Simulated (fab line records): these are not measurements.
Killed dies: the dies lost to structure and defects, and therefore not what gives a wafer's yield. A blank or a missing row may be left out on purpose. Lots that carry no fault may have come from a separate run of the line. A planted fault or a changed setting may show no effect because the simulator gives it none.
The tool behind it: which one? + flow sky130 + Sampling: 12 lots, 36 wafers, 5 of 708 route steps

WHAT THE GAUGES SHOWED, per wafer
SKY_LDD_HVP_TW_MEAS_10.
| lot  | measured     | on            | LDD_HVP_TW        |
|------|--------------|---------------|-------------------|
| L738 | day 21 12:13 | film metro-02 | 457.8 461.3 458.7 |
| L740 | day 22 06:50 | film metro-02 | 457.2 455.8 458.0 |
| L741 | day 22 16:14 | film metro-04 | 456.2 455.6 458.4 |
| L743 | day 23 08:37 | film metro-02 | 458.9 458.2 458.3 |
| L745 | day 24 04:01 | film metro-02 | 457.2 458.0 457.5 |
| L746 | day 24 22:23 | film metro-01 | 454.2 454.8 453.0 |
| L749 | day 25 10:58 | film metro-04 | 455.5 454.1 455.9 |
| L748 | day 25 11:00 | film metro-02 | 484.7 482.4 486.2 |
| L750 | day 25 23:03 | film metro-01 | 480.6 482.1 482.3 |
| L758 | day 28 21:20 | film metro-02 | 461.2 463.2 464.6 |
| L759 | day 28 21:55 | film metro-04 | 454.0 455.5 456.2 |
| L761 | day 29 10:10 | film metro-02 | 458.9 458.1 460.7 |

SKY_POLY_CUT_CD_MEAS_08: the cd target is 270 nm.
| lot  | measured     | on        | cd nm (nm)        |
|------|--------------|-----------|-------------------|
| L738 | day 24 02:26 | cd sem-02 | 273.8 271.5 269.9 |
| L740 | day 24 20:20 | cd sem-02 | 271.3 271.0 271.0 |
| L741 | day 25 06:42 | cd sem-02 | 269.5 270.9 269.6 |
| L743 | day 25 21:15 | cd sem-01 | 270.2 270.4 269.9 |
| L745 | day 26 17:22 | cd sem-02 | 270.0 271.2 274.1 |
| L746 | day 27 10:24 | cd sem-02 | 269.6 269.9 267.7 |
| L749 | day 27 21:46 | cd sem-02 | 269.4 269.0 268.4 |
| L748 | day 28 00:52 | cd sem-02 | 270.0 269.5 271.0 |
| L750 | day 28 09:01 | cd sem-02 | 266.0 266.3 267.5 |
| L758 | day 31 08:09 | cd sem-02 | 270.3 270.1 271.4 |
| L759 | day 31 08:29 | cd sem-02 | 271.3 270.7 271.3 |
| L761 | day 31 17:51 | cd sem-02 | 270.1 270.8 270.2 |

SKY_SD_N_CD_MEAS_07: the cd target is 380 nm.
| lot  | measured     | on        | cd nm (nm)        |
|------|--------------|-----------|-------------------|
| L738 | day 27 17:29 | cd sem-01 | 380.9 383.2 383.8 |
| L740 | day 28 11:14 | cd sem-02 | 380.1 379.7 380.3 |
| L741 | day 28 21:51 | cd sem-02 | 380.7 382.1 380.6 |
| L743 | day 29 10:28 | cd sem-02 | 380.3 379.9 379.8 |
| L745 | day 30 06:21 | cd sem-02 | 381.3 383.2 381.8 |
| L746 | day 30 22:14 | cd sem-02 | 378.8 378.4 379.0 |
| L749 | day 31 09:43 | cd sem-01 | 379.1 380.0 379.8 |
| L748 | day 31 13:41 | cd sem-01 | 378.7 379.3 378.8 |
| L750 | day 31 19:17 | cd sem-01 | 381.5 380.5 381.5 |
| L758 | day 34 16:12 | cd sem-02 | 381.8 381.0 377.8 |
| L759 | day 34 16:50 | cd sem-02 | 379.6 378.1 381.8 |
| L761 | day 35 01:39 | cd sem-01 | 379.3 379.7 379.4 |

EACH LOT AND THE TOOL THAT RAN IT (in order: tool; ch and the chambers of the sampled wafers; start)
| lot  | SKY_POLY_GATE_STRIP_18               | SKY_LDD_HVP_IMPLANT_08          |
|------|--------------------------------------|---------------------------------|
| L738 | plasma asher-01 ch 0,1, day 16 09:28 | implanter-03 ch 0, day 21 11:58 |
| L740 | plasma asher-04 ch 0,1, day 17 01:22 | implanter-04 ch 0, day 22 06:35 |
| L741 | plasma asher-04 ch 0,1, day 17 10:45 | implanter-02 ch 0, day 22 15:59 |
| L743 | plasma asher-02 ch 0,1, day 18 02:19 | implanter-04 ch 0, day 23 08:23 |
| L745 | plasma asher-04 ch 0,1, day 18 23:50 | implanter-04 ch 0, day 24 03:49 |
| L746 | plasma asher-01 ch 1, day 19 15:38   | implanter-02 ch 0, day 24 22:08 |
| L749 | plasma asher-01 ch 0,1, day 20 07:10 | implanter-03 ch 0, day 25 10:43 |
| L748 | plasma asher-04 ch 0,1, day 20 07:17 | implanter-04 ch 0, day 25 10:46 |
| L750 | plasma asher-04 ch 0,1, day 20 19:13 | implanter-04 ch 0, day 25 22:49 |
| L758 | plasma asher-04 ch 0,1, day 23 21:30 | implanter-04 ch 0, day 28 21:07 |
| L759 | plasma asher-01 ch 0,1, day 23 22:56 | implanter-04 ch 0, day 28 21:42 |
| L761 | plasma asher-04 ch 0,1, day 24 12:44 | implanter-04 ch 0, day 29 09:55 |
- SKY_POLY_GATE_STRIP_18: strips in O2/N2.
- SKY_LDD_HVP_IMPLANT_08

AS READ BY THE TOOLS THEMSELVES (means over the sampled wafers that have a number; for cases with no such wafer, the mark the record gives instead)
SKY_POLY_GATE_STRIP_18.
| lot  | tool            | drypump motor current A (A) | o2 flow sccm (sccm) | oes product au (a.u.) | strip time to endpoint s (s) |
|------|-----------------|-----------------------------|---------------------|-----------------------|------------------------------|
| L738 | plasma asher-01 | 5.4                         | 2998                | 0.363                 | 3.17                         |
| L740 | plasma asher-04 | 5.7                         | 3005                | 0.357                 | 3.10                         |
| L741 | plasma asher-04 | 5.7                         | 2992                | 0.362                 | 3.19                         |
| L743 | plasma asher-02 | 5.4                         | 3004                | 0.360                 | 3.19                         |
| L745 | plasma asher-04 | 5.7                         | 3008                | 0.356                 | 3.16                         |
| L746 | plasma asher-01 | 5.8                         | 2990                | 0.359                 | 3.14                         |
| L749 | plasma asher-01 | 5.6                         | 2999                | 0.358                 | 3.17                         |
| L748 | plasma asher-04 | 5.7                         | 3000                | 0.357                 | 3.13                         |
| L750 | plasma asher-04 | 5.7                         | 3001                | 0.362                 | 3.14                         |
| L758 | plasma asher-04 | 5.7                         | 2995                | 0.357                 | 3.18                         |
| L759 | plasma asher-01 | 5.6                         | 2996                | 0.368                 | 3.12                         |
| L761 | plasma asher-04 | 5.7                         | 2988                | 0.360                 | 3.15                         |

SKY_LDD_HVP_IMPLANT_08.
| lot  | tool         | dose ions cm2 | faraday current uA |
|------|--------------|---------------|--------------------|
| L738 | implanter-03 | 1.6966e+13    | 97.2               |
| L740 | implanter-04 | 1.7014e+13    | 95.5               |
| L741 | implanter-02 | 1.7015e+13    | 93.9               |
| L743 | implanter-04 | 1.7014e+13    | 97.8               |
| L745 | implanter-04 | 1.7012e+13    | 95.9               |
| L746 | implanter-02 | 1.7021e+13    | 97.2               |
| L749 | implanter-03 | 1.7008e+13    | 94.7               |
| L748 | implanter-04 | 2.0398e+13    | 113.3              |
| L750 | implanter-04 | 2.0397e+13    | 115.8              |
| L758 | implanter-04 | 1.6999e+13    | 95.9               |
| L759 | implanter-04 | 1.6989e+13    | 95.4               |
| L761 | implanter-04 | 1.7002e+13    | 95.4               |

THE ANSWER, worked out from the rows above alone
Rule: the lots themselves supply what counts as usual. Put in order of their means at a reading, lots are off if they are a third of the lots or fewer, leave a main group of 4 or more, and stand apart from it by a gap of 3 or more times the standard deviation of the main group's means; of several such gaps the widest counts. The tables above print the reading to a certain number of digits; a main group whose means all agree to those digits is not used. A lot without any number at a reading at which 4 lots or more have one is off too. Any other lot the step has rows for is counted as sound. First the gauges in route order, then the tools' own readings, where a lot's mean is used as printed above. The first step at which some lot is off is used, and at that step the reading that is off furthest; a lot without a number counts as furthest.
Off: L748, L750, seen at SKY_LDD_HVP_TW_MEAS_10 (LDD_HVP_TW). The main group: mean 457.6, standard deviation 2.5.
If a tool, at a process step before that reading, ran all the lots that are off and no sound lot after the first of them, it fits. Not tried: the gauges at SKY_LDD_HVP_TW_MEAS_10; whatever is off there is also off at SKY_LDD_HVP_IMPLANT_08, on other tools, and gauge error can't account for it. Not one of the candidates tried fits.

WHAT WAS PUT IN BY THE SIMULATOR
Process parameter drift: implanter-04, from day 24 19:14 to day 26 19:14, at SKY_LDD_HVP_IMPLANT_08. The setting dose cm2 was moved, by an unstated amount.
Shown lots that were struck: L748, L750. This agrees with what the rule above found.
